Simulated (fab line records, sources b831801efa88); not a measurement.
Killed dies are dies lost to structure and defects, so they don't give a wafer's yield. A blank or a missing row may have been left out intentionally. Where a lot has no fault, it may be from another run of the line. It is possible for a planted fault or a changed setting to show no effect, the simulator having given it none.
fab line records :: flow gf180mcu :: part 2 of 2: steps 25 to 35 of 35
record
  lots=5
  wafers=15
  last_day=34
route steps=602 shown V5@562 TOP_METAL@567 PASSIVATION@587
lots that met no fault: taken from a fault-free run of the same line
start_h: the number of hours between the record's first day and the start of the first shown wafer of the lot :: wait_h: hours from the lot's prior step to this one :: " repeats the value in the row above :: L1.1+2: a row that stands for several wafers :: - no value, or no start was given :: * or withheld: withheld :: < > ~ a bound
route shown NAME@n: names a module that has steps shown in the file, with the first one's number in the route :: usual: mean/standard deviation taken from wafers without a fault :: same: alike in all rows :: chamber/n: place in a boat :: sites: per-site readings :: _std_site: how widely they spread, as a standard deviation :: _edge_site: outer sites' mean less inner sites' :: radius_mm: how far each site lies from the wafer's centre :: mask NAME#n: copy n :: behind: tool/chamber where the wafer was last shaped :: hold: cause of the lot's hold/its duration in hours/its outcome :: device: transistor that didn't switch, given as n, p or np :: end of line: tests of these same wafers at the route's end :: where a step has no rows: the recipe by itself :: killed: at the first sort, the dies lost to defects and structure; wafer yield is something else :: map: a wafer's dies, x killed, . not, _ none there
set.NAME: the run value of the setting; set.NAME@STEP: its run value at that earlier step :: model.NAME: the simulator's own value behind a step, which no gauge read
lots at selected steps of the route; one table per step, one row per wafer
services: when a tool's chamber went out of use (start_h, in hours from the record's first day, below 0 if earlier), for how many hours, and the reason
## steps
# step GF_TOP_METAL_CLEAN_19
# recipe
  chemistry=DIW
  dry=n2_spin
lot.wafer: L075.2+3+6
tool: wet_bench-02
chamber: 0
start_h: 664.17
wait_h: 0.0

lot.wafer: L081.2+3+4
tool: wet_bench-02
chamber: 0
start_h: 703.50
wait_h: 0.0

lot.wafer: L083.2+5+6
tool: wet_bench-03
chamber: 0
start_h: 719.70
wait_h: 0.0

lot.wafer: L094.3+4+5
tool: wet_bench-03
chamber: 3
start_h: 785.41
wait_h: 0.0

lot.wafer: L095.1+4+5
tool: wet_bench-03
chamber: 1
start_h: 791.24
wait_h: 0.0
# step GF_PASSIVATION_CVD_00
# recipe
  material=SiO2
  target_thk_nm=1000
  precursor=TEOS
  temp_c=400
  time_s=111.95
  rf_w=600
# usual
  heater_power_w=626/75
# same
  time_s=111.95
lot.wafer: L075.2
tool: pecvd-02
chamber: 2
start_h: 664.26
wait_h: 0.0
heater_power_w: 627
since_wet_clean_h: 490

lot.wafer: L075.3
tool: pecvd-02
chamber: 1
start_h: 664.26
wait_h: 0.0
heater_power_w: 769
since_wet_clean_h: 490

lot.wafer: L075.6
tool: pecvd-02
chamber: 1
start_h: 664.26
wait_h: 0.0
heater_power_w: 599
since_wet_clean_h: -

lot.wafer: L081.2
tool: pecvd-01
chamber: 0
start_h: 703.59
wait_h: 0.0
heater_power_w: 672
since_wet_clean_h: 737

lot.wafer: L081.3
tool: pecvd-01
chamber: 1
start_h: 703.59
wait_h: 0.0
heater_power_w: 636
since_wet_clean_h: 737

lot.wafer: L081.4
tool: pecvd-01
chamber: 1
start_h: 703.59
wait_h: 0.0
heater_power_w: 674
since_wet_clean_h: -

lot.wafer: L083.2
tool: pecvd-01
chamber: 0
start_h: 719.79
wait_h: 0.0
heater_power_w: 688
since_wet_clean_h: 753

lot.wafer: L083.5
tool: pecvd-01
chamber: 0
start_h: 719.79
wait_h: 0.0
heater_power_w: 696
since_wet_clean_h: -

lot.wafer: L083.6
tool: pecvd-01
chamber: 2
start_h: 719.79
wait_h: 0.0
heater_power_w: 829
since_wet_clean_h: -

lot.wafer: L094.3
tool: pecvd-01
chamber: 1
start_h: 785.59
wait_h: 0.0
heater_power_w: 636
since_wet_clean_h: 819

lot.wafer: L094.4
tool: pecvd-01
chamber: 0
start_h: 785.59
wait_h: 0.0
heater_power_w: 679
since_wet_clean_h: -

lot.wafer: L094.5
tool: pecvd-01
chamber: 1
start_h: 785.59
wait_h: 0.0
heater_power_w: 681
since_wet_clean_h: -

lot.wafer: L095.1
tool: pecvd-03
chamber: 2
start_h: 791.34
wait_h: 0.0
heater_power_w: 628
since_wet_clean_h: 408

lot.wafer: L095.4
tool: pecvd-03
chamber: 0
start_h: 791.34
wait_h: 0.0
heater_power_w: 649
since_wet_clean_h: -

lot.wafer: L095.5
tool: pecvd-03
chamber: 2
start_h: 791.34
wait_h: 0.0
heater_power_w: 517
since_wet_clean_h: -
# step GF_PASSIVATION_THK_MEAS_01
# recipe
  reads=SiO2_of_PASSIVATION_CVD_00
# usual
  PASSIVATION_CVD_00_THK=999/15
lot.wafer: L075.2
tool: film_metro-03
chamber: -
start_h: 664.35
wait_h: 0.0
PASSIVATION_CVD_00_THK[nm]: 983

lot.wafer: L075.3
tool: film_metro-03
chamber: -
start_h: 664.35
wait_h: 0.0
PASSIVATION_CVD_00_THK[nm]: 980

lot.wafer: L075.6
tool: film_metro-03
chamber: -
start_h: 664.35
wait_h: 0.0
PASSIVATION_CVD_00_THK[nm]: 993

lot.wafer: L081.2
tool: film_metro-04
chamber: -
start_h: 703.68
wait_h: 0.0
PASSIVATION_CVD_00_THK[nm]: 1004

lot.wafer: L081.3
tool: film_metro-04
chamber: -
start_h: 703.68
wait_h: 0.0
PASSIVATION_CVD_00_THK[nm]: 989

lot.wafer: L081.4
tool: film_metro-04
chamber: -
start_h: 703.68
wait_h: 0.0
PASSIVATION_CVD_00_THK[nm]: 997

lot.wafer: L083.2
tool: film_metro-03
chamber: -
start_h: 719.88
wait_h: 0.0
PASSIVATION_CVD_00_THK[nm]: 997

lot.wafer: L083.5
tool: film_metro-03
chamber: -
start_h: 719.88
wait_h: 0.0
PASSIVATION_CVD_00_THK[nm]: 1017

lot.wafer: L083.6
tool: film_metro-03
chamber: -
start_h: 719.88
wait_h: 0.0
PASSIVATION_CVD_00_THK[nm]: 1006

lot.wafer: L094.3
tool: film_metro-02
chamber: -
start_h: 785.69
wait_h: 0.1
PASSIVATION_CVD_00_THK[nm]: 994

lot.wafer: L094.4
tool: film_metro-02
chamber: -
start_h: 785.69
wait_h: 0.1
PASSIVATION_CVD_00_THK[nm]: 1010

lot.wafer: L094.5
tool: film_metro-02
chamber: -
start_h: 785.69
wait_h: 0.1
PASSIVATION_CVD_00_THK[nm]: 997

lot.wafer: L095.1
tool: film_metro-03
chamber: -
start_h: 791.43
wait_h: 0.1
PASSIVATION_CVD_00_THK[nm]: 1002

lot.wafer: L095.4
tool: film_metro-03
chamber: -
start_h: 791.43
wait_h: 0.1
PASSIVATION_CVD_00_THK[nm]: 1007

lot.wafer: L095.5
tool: film_metro-03
chamber: -
start_h: 791.43
wait_h: 0.1
PASSIVATION_CVD_00_THK[nm]: 1021
# step GF_PASSIVATION_CVD_02
# recipe
  material=Si3N4
  target_thk_nm=700
  time_s=486.18
  temp_c=400
  rf_w=450
# usual
  heater_power_w=691/78
# same
  time_s=486.18
lot.wafer: L075.2
tool: pecvd-03
chamber: 2
start_h: 664.40
wait_h: 0.0
heater_power_w: 674
since_wet_clean_h: 282

lot.wafer: L075.3
tool: pecvd-03
chamber: 0
start_h: 664.40
wait_h: 0.0
heater_power_w: 657
since_wet_clean_h: 282

lot.wafer: L075.6
tool: pecvd-03
chamber: 2
start_h: 664.40
wait_h: 0.0
heater_power_w: 572
since_wet_clean_h: -

lot.wafer: L081.2
tool: pecvd-02
chamber: 0
start_h: 703.73
wait_h: 0.0
heater_power_w: 714
since_wet_clean_h: 529

lot.wafer: L081.3
tool: pecvd-02
chamber: 1
start_h: 703.73
wait_h: 0.0
heater_power_w: 780
since_wet_clean_h: 529

lot.wafer: L081.4
tool: pecvd-02
chamber: 0
start_h: 703.73
wait_h: 0.0
heater_power_w: 753
since_wet_clean_h: -

lot.wafer: L083.2
tool: pecvd-02
chamber: 1
start_h: 719.93
wait_h: 0.0
heater_power_w: 756
since_wet_clean_h: 545

lot.wafer: L083.5
tool: pecvd-02
chamber: 1
start_h: 719.93
wait_h: 0.0
heater_power_w: 783
since_wet_clean_h: -

lot.wafer: L083.6
tool: pecvd-02
chamber: 0
start_h: 719.93
wait_h: 0.0
heater_power_w: 595
since_wet_clean_h: -

lot.wafer: L094.3
tool: pecvd-03
chamber: 0
start_h: 785.73
wait_h: 0.0
heater_power_w: 654
since_wet_clean_h: 403

lot.wafer: L094.4
tool: pecvd-03
chamber: 1
start_h: 785.73
wait_h: 0.0
heater_power_w: 672
since_wet_clean_h: -

lot.wafer: L094.5
tool: pecvd-03
chamber: 0
start_h: 785.73
wait_h: 0.0
heater_power_w: 686
since_wet_clean_h: -

lot.wafer: L095.1
tool: pecvd-01
chamber: 2
start_h: 791.49
wait_h: 0.1
heater_power_w: 872
since_wet_clean_h: 825

lot.wafer: L095.4
tool: pecvd-01
chamber: 2
start_h: 791.49
wait_h: 0.1
heater_power_w: 704
since_wet_clean_h: -

lot.wafer: L095.5
tool: pecvd-01
chamber: 0
start_h: 791.49
wait_h: 0.1
heater_power_w: 726
since_wet_clean_h: -
# step GF_PASSIVATION_THK_MEAS_03
# recipe
  reads=Si3N4_of_PASSIVATION_CVD_02
# usual
  PASSIVATION_CVD_02_THK=695/8.8
lot.wafer: L075.2
tool: film_metro-02
chamber: -
start_h: 664.70
wait_h: 0.2
PASSIVATION_CVD_02_THK[nm]: 693

lot.wafer: L075.3
tool: film_metro-02
chamber: -
start_h: 664.70
wait_h: 0.2
PASSIVATION_CVD_02_THK[nm]: 684

lot.wafer: L075.6
tool: film_metro-02
chamber: -
start_h: 664.70
wait_h: 0.2
PASSIVATION_CVD_02_THK[nm]: 708

lot.wafer: L081.2
tool: film_metro-04
chamber: -
start_h: 704.02
wait_h: 0.2
PASSIVATION_CVD_02_THK[nm]: 689

lot.wafer: L081.3
tool: film_metro-04
chamber: -
start_h: 704.02
wait_h: 0.2
PASSIVATION_CVD_02_THK[nm]: 682

lot.wafer: L081.4
tool: film_metro-04
chamber: -
start_h: 704.02
wait_h: 0.2
PASSIVATION_CVD_02_THK[nm]: 688

lot.wafer: L083.2
tool: film_metro-04
chamber: -
start_h: 720.22
wait_h: 0.2
PASSIVATION_CVD_02_THK[nm]: 686

lot.wafer: L083.5
tool: film_metro-04
chamber: -
start_h: 720.22
wait_h: 0.2
PASSIVATION_CVD_02_THK[nm]: 694

lot.wafer: L083.6
tool: film_metro-04
chamber: -
start_h: 720.22
wait_h: 0.2
PASSIVATION_CVD_02_THK[nm]: 702

lot.wafer: L094.3
tool: film_metro-04
chamber: -
start_h: 786.04
wait_h: 0.2
PASSIVATION_CVD_02_THK[nm]: 694

lot.wafer: L094.4
tool: film_metro-04
chamber: -
start_h: 786.04
wait_h: 0.2
PASSIVATION_CVD_02_THK[nm]: 701

lot.wafer: L094.5
tool: film_metro-04
chamber: -
start_h: 786.04
wait_h: 0.2
PASSIVATION_CVD_02_THK[nm]: 704

lot.wafer: L095.1
tool: film_metro-02
chamber: -
start_h: 791.77
wait_h: 0.1
PASSIVATION_CVD_02_THK[nm]: 691

lot.wafer: L095.4
tool: film_metro-02
chamber: -
start_h: 791.77
wait_h: 0.1
PASSIVATION_CVD_02_THK[nm]: 693

lot.wafer: L095.5
tool: film_metro-02
chamber: -
start_h: 791.77
wait_h: 0.1
PASSIVATION_CVD_02_THK[nm]: 703
# step GF_PASSIVATION_DEHYDRATE_04
# recipe
  temp_c=200
  time_s=60
# usual
  resist_line_temp_C=23.00/0.13
# same
  time_s=60
lot.wafer: L075.2
tool: litho_track-03
chamber: 0
start_h: 673.89
wait_h: 9.2
resist_line_temp_C: 23.21

lot.wafer: L075.3
tool: litho_track-03
chamber: 0
start_h: 673.89
wait_h: 9.2
resist_line_temp_C: 22.94

lot.wafer: L075.6
tool: litho_track-03
chamber: 0
start_h: 673.89
wait_h: 9.2
resist_line_temp_C: 23.11

lot.wafer: L081.2
tool: litho_track-03
chamber: 0
start_h: 712.19
wait_h: 8.2
resist_line_temp_C: 22.94

lot.wafer: L081.3
tool: litho_track-03
chamber: 0
start_h: 712.19
wait_h: 8.2
resist_line_temp_C: 23.06

lot.wafer: L081.4
tool: litho_track-03
chamber: 0
start_h: 712.19
wait_h: 8.2
resist_line_temp_C: 22.98

lot.wafer: L083.2
tool: litho_track-02
chamber: 0
start_h: 727.70
wait_h: 7.5
resist_line_temp_C: 23.12

lot.wafer: L083.5
tool: litho_track-02
chamber: 0
start_h: 727.70
wait_h: 7.5
resist_line_temp_C: 23.33

lot.wafer: L083.6
tool: litho_track-02
chamber: 0
start_h: 727.70
wait_h: 7.5
resist_line_temp_C: 23.22

lot.wafer: L094.3
tool: litho_track-03
chamber: 0
start_h: 793.26
wait_h: 7.2
resist_line_temp_C: 22.82

lot.wafer: L094.4
tool: litho_track-03
chamber: 0
start_h: 793.26
wait_h: 7.2
resist_line_temp_C: 22.88

lot.wafer: L094.5
tool: litho_track-03
chamber: 0
start_h: 793.26
wait_h: 7.2
resist_line_temp_C: 22.83

lot.wafer: L095.1
tool: litho_track-02
chamber: 0
start_h: 798.62
wait_h: 6.8
resist_line_temp_C: 23.10

lot.wafer: L095.4
tool: litho_track-02
chamber: 0
start_h: 798.62
wait_h: 6.8
resist_line_temp_C: 23.09

lot.wafer: L095.5
tool: litho_track-02
chamber: 0
start_h: 798.62
wait_h: 6.8
resist_line_temp_C: 23.11
# step GF_PASSIVATION_HMDS_05
# recipe
  prime_time_s=60
  prime_temp_c=120
# usual
  resist_line_temp_C=23.02/0.1
lot.wafer: L075.2
tool: litho_track-03
chamber: 0
start_h: 674.04
wait_h: 0.1
resist_line_temp_C: 22.97

lot.wafer: L075.3
tool: litho_track-03
chamber: 0
start_h: 674.04
wait_h: 0.1
resist_line_temp_C: 22.93

lot.wafer: L075.6
tool: litho_track-03
chamber: 0
start_h: 674.04
wait_h: 0.1
resist_line_temp_C: 22.79

lot.wafer: L081.2
tool: litho_track-03
chamber: 0
start_h: 712.34
wait_h: 0.1
resist_line_temp_C: 22.96

lot.wafer: L081.3
tool: litho_track-03
chamber: 0
start_h: 712.34
wait_h: 0.1
resist_line_temp_C: 22.97

lot.wafer: L081.4
tool: litho_track-03
chamber: 0
start_h: 712.34
wait_h: 0.1
resist_line_temp_C: 22.96

lot.wafer: L083.2
tool: litho_track-02
chamber: 0
start_h: 727.85
wait_h: 0.1
resist_line_temp_C: 23.03

lot.wafer: L083.5
tool: litho_track-02
chamber: 0
start_h: 727.85
wait_h: 0.1
resist_line_temp_C: 22.93

lot.wafer: L083.6
tool: litho_track-02
chamber: 0
start_h: 727.85
wait_h: 0.1
resist_line_temp_C: 23.22

lot.wafer: L094.3
tool: litho_track-03
chamber: 0
start_h: 793.41
wait_h: 0.1
resist_line_temp_C: 23.15

lot.wafer: L094.4
tool: litho_track-03
chamber: 0
start_h: 793.41
wait_h: 0.1
resist_line_temp_C: 23.08

lot.wafer: L094.5
tool: litho_track-03
chamber: 0
start_h: 793.41
wait_h: 0.1
resist_line_temp_C: 23.02

lot.wafer: L095.1
tool: litho_track-02
chamber: 0
start_h: 798.77
wait_h: 0.1
resist_line_temp_C: 23.07

lot.wafer: L095.4
tool: litho_track-02
chamber: 0
start_h: 798.77
wait_h: 0.1
resist_line_temp_C: 22.88

lot.wafer: L095.5
tool: litho_track-02
chamber: 0
start_h: 798.77
wait_h: 0.1
resist_line_temp_C: 22.95
# step GF_PASSIVATION_COAT_06
# recipe
  spin_rpm=2000
  resist_thk_nm=4000
# usual
  resist_line_temp_C=23.00/0.11
lot.wafer: L075.2
tool: litho_track-03
chamber: 0
start_h: 674.19
wait_h: 0.1
resist_line_temp_C: 23.00

lot.wafer: L075.3
tool: litho_track-03
chamber: 0
start_h: 674.19
wait_h: 0.1
resist_line_temp_C: 23.02

lot.wafer: L075.6
tool: litho_track-03
chamber: 0
start_h: 674.19
wait_h: 0.1
resist_line_temp_C: 23.08

lot.wafer: L081.2
tool: litho_track-03
chamber: 0
start_h: 712.49
wait_h: 0.1
resist_line_temp_C: 22.92

lot.wafer: L081.3
tool: litho_track-03
chamber: 0
start_h: 712.49
wait_h: 0.1
resist_line_temp_C: 23.01

lot.wafer: L081.4
tool: litho_track-03
chamber: 0
start_h: 712.49
wait_h: 0.1
resist_line_temp_C: 23.05

lot.wafer: L083.2
tool: litho_track-02
chamber: 0
start_h: 728.00
wait_h: 0.1
resist_line_temp_C: 23.13

lot.wafer: L083.5
tool: litho_track-02
chamber: 0
start_h: 728.00
wait_h: 0.1
resist_line_temp_C: 23.14

lot.wafer: L083.6
tool: litho_track-02
chamber: 0
start_h: 728.00
wait_h: 0.1
resist_line_temp_C: 23.01

lot.wafer: L094.3
tool: litho_track-03
chamber: 0
start_h: 793.56
wait_h: 0.1
resist_line_temp_C: 22.96

lot.wafer: L094.4
tool: litho_track-03
chamber: 0
start_h: 793.56
wait_h: 0.1
resist_line_temp_C: 22.95

lot.wafer: L094.5
tool: litho_track-03
chamber: 0
start_h: 793.56
wait_h: 0.1
resist_line_temp_C: 22.91

lot.wafer: L095.1
tool: litho_track-02
chamber: 0
start_h: 798.92
wait_h: 0.1
resist_line_temp_C: 23.08

lot.wafer: L095.4
tool: litho_track-02
chamber: 0
start_h: 798.92
wait_h: 0.1
resist_line_temp_C: 23.11

lot.wafer: L095.5
tool: litho_track-02
chamber: 0
start_h: 798.92
wait_h: 0.1
resist_line_temp_C: 23.13
# step GF_PASSIVATION_SOFTBAKE_07
# recipe
  temp_c=110
  time_s=withheld
# usual
  resist_line_temp_C=23.00/0.11
lot.wafer: L075.2
tool: litho_track-03
chamber: 0
start_h: 674.35
wait_h: 0.1
resist_line_temp_C: 22.94

lot.wafer: L075.3
tool: litho_track-03
chamber: 0
start_h: 674.35
wait_h: 0.1
resist_line_temp_C: 23.05

lot.wafer: L075.6
tool: litho_track-03
chamber: 0
start_h: 674.35
wait_h: 0.1
resist_line_temp_C: 22.94

lot.wafer: L081.2
tool: litho_track-03
chamber: 0
start_h: 712.65
wait_h: 0.1
resist_line_temp_C: 23.12

lot.wafer: L081.3
tool: litho_track-03
chamber: 0
start_h: 712.65
wait_h: 0.1
resist_line_temp_C: 22.92

lot.wafer: L081.4
tool: litho_track-03
chamber: 0
start_h: 712.65
wait_h: 0.1
resist_line_temp_C: 22.99

lot.wafer: L083.2
tool: litho_track-02
chamber: 0
start_h: 728.16
wait_h: 0.1
resist_line_temp_C: 23.23

lot.wafer: L083.5
tool: litho_track-02
chamber: 0
start_h: 728.16
wait_h: 0.1
resist_line_temp_C: 23.11

lot.wafer: L083.6
tool: litho_track-02
chamber: 0
start_h: 728.16
wait_h: 0.1
resist_line_temp_C: 23.01

lot.wafer: L094.3
tool: litho_track-03
chamber: 0
start_h: 793.73
wait_h: 0.1
resist_line_temp_C: 22.97

lot.wafer: L094.4
tool: litho_track-03
chamber: 0
start_h: 793.73
wait_h: 0.1
resist_line_temp_C: 23.02

lot.wafer: L094.5
tool: litho_track-03
chamber: 0
start_h: 793.73
wait_h: 0.1
resist_line_temp_C: 22.90

lot.wafer: L095.1
tool: litho_track-02
chamber: 0
start_h: 799.07
wait_h: 0.1
resist_line_temp_C: 22.99

lot.wafer: L095.4
tool: litho_track-02
chamber: 0
start_h: 799.07
wait_h: 0.1
resist_line_temp_C: 22.96

lot.wafer: L095.5
tool: litho_track-02
chamber: 0
start_h: 799.07
wait_h: 0.1
resist_line_temp_C: 22.83
# step GF_PASSIVATION_EXPOSE_08
# recipe
  mask_id=Pad
  target_cd_nm=40000
  na=0.57
  dose_mj=310
lot.wafer: L075.2+3+6
tool: iline_stepper-01
chamber: 0
start_h: -
wait_h: -
mask: Pad#0

lot.wafer: L081.2+3+4
tool: iline_stepper-02
chamber: 0
start_h: -
wait_h: -
mask: Pad#0

lot.wafer: L083.2+5+6
tool: iline_stepper-01
chamber: 0
start_h: -
wait_h: -
mask: Pad#0

lot.wafer: L094.3+4+5
tool: iline_stepper-02
chamber: 0
start_h: -
wait_h: -
mask: Pad#0

lot.wafer: L095.1+4+5
tool: iline_stepper-02
chamber: 0
start_h: -
wait_h: -
mask: Pad#0
# step GF_PASSIVATION_PEB_09
# recipe
  temp_c=115
  time_s=withheld
# usual
  resist_line_temp_C=22.99/0.099
lot.wafer: L075.2
tool: litho_track-03
chamber: 0
start_h: -
wait_h: -
resist_line_temp_C: 22.74

lot.wafer: L075.3
tool: litho_track-03
chamber: 0
start_h: -
wait_h: -
resist_line_temp_C: 23.07

lot.wafer: L075.6
tool: litho_track-03
chamber: 0
start_h: -
wait_h: -
resist_line_temp_C: 23.06

lot.wafer: L081.2
tool: litho_track-04
chamber: 0
start_h: -
wait_h: -
resist_line_temp_C: 23.08

lot.wafer: L081.3
tool: litho_track-04
chamber: 0
start_h: -
wait_h: -
resist_line_temp_C: 22.99

lot.wafer: L081.4
tool: litho_track-04
chamber: 0
start_h: -
wait_h: -
resist_line_temp_C: 23.15

lot.wafer: L083.2
tool: litho_track-02
chamber: 0
start_h: -
wait_h: -
resist_line_temp_C: 22.80

lot.wafer: L083.5
tool: litho_track-02
chamber: 0
start_h: -
wait_h: -
resist_line_temp_C: 22.82

lot.wafer: L083.6
tool: litho_track-02
chamber: 0
start_h: -
wait_h: -
resist_line_temp_C: 22.86

lot.wafer: L094.3
tool: litho_track-03
chamber: 0
start_h: -
wait_h: -
resist_line_temp_C: 22.99

lot.wafer: L094.4
tool: litho_track-03
chamber: 0
start_h: -
wait_h: -
resist_line_temp_C: 23.19

lot.wafer: L094.5
tool: litho_track-03
chamber: 0
start_h: -
wait_h: -
resist_line_temp_C: 23.03

lot.wafer: L095.1
tool: litho_track-02
chamber: 0
start_h: -
wait_h: -
resist_line_temp_C: 22.97

lot.wafer: L095.4
tool: litho_track-02
chamber: 0
start_h: -
wait_h: -
resist_line_temp_C: 22.92

lot.wafer: L095.5
tool: litho_track-02
chamber: 0
start_h: -
wait_h: -
resist_line_temp_C: 23.10
## services
tool: cmp-02
chamber: -
start_h: 624.81
hours: 6.2
kind: pm

tool: pvd_sputter-02
chamber: -
start_h: 643.24
hours: 2.2
kind: repair

tool: pvd_sputter-04
chamber: -
start_h: 657.32
hours: 6.4
kind: repair

tool: iline_stepper-02
chamber: -
start_h: 665.69
hours: 9.6
kind: repair

tool: cmp-02
chamber: -
start_h: 668.48
hours: 1.2
kind: repair

tool: pecvd-02
chamber: -
start_h: 673.28
hours: 0.5
kind: repair

tool: iline_stepper-01
chamber: -
start_h: 696.34
hours: 2.1
kind: pm

tool: iline_stepper-02
chamber: -
start_h: 699.54
hours: 1.7
kind: pm

tool: iline_stepper-01
chamber: -
start_h: 703.01
hours: 20.2
kind: repair

tool: cmp-02
chamber: -
start_h: 706.17
hours: 1.6
kind: repair

tool: cmp-02
chamber: -
start_h: 713.50
hours: 11.2
kind: repair

tool: pecvd-01
chamber: -
start_h: 715.42
hours: 1.2
kind: repair

tool: cvd_w-01
chamber: -
start_h: 728.44
hours: 2.8
kind: pm

tool: cmp-02
chamber: -
start_h: 744.07
hours: 4.0
kind: pm

tool: pvd_sputter-01
chamber: -
start_h: 750.48
hours: 0.7
kind: repair

tool: pecvd-03
chamber: 0
start_h: 758.42
hours: 7.3
kind: repair

tool: pvd_sputter-02
chamber: -
start_h: 768.10
hours: 3.4
kind: repair

tool: pecvd-01
chamber: -
start_h: 770.61
hours: 6.0
kind: pm

tool: plasma_asher-03
chamber: -
start_h: 777.74
hours: 4.0
kind: repair

tool: iline_stepper-01
chamber: -
start_h: 777.84
hours: 1.7
kind: pm

tool: cmp-02
chamber: -
start_h: 794.70
hours: 3.5
kind: repair

tool: pecvd-01
chamber: -
start_h: 799.38
hours: 14.0
kind: pm

tool: pvd_sputter-04
chamber: -
start_h: 801.70
hours: 3.6
kind: repair

tool: pvd_sputter-02
chamber: -
start_h: 802.96
hours: 0.9
kind: repair
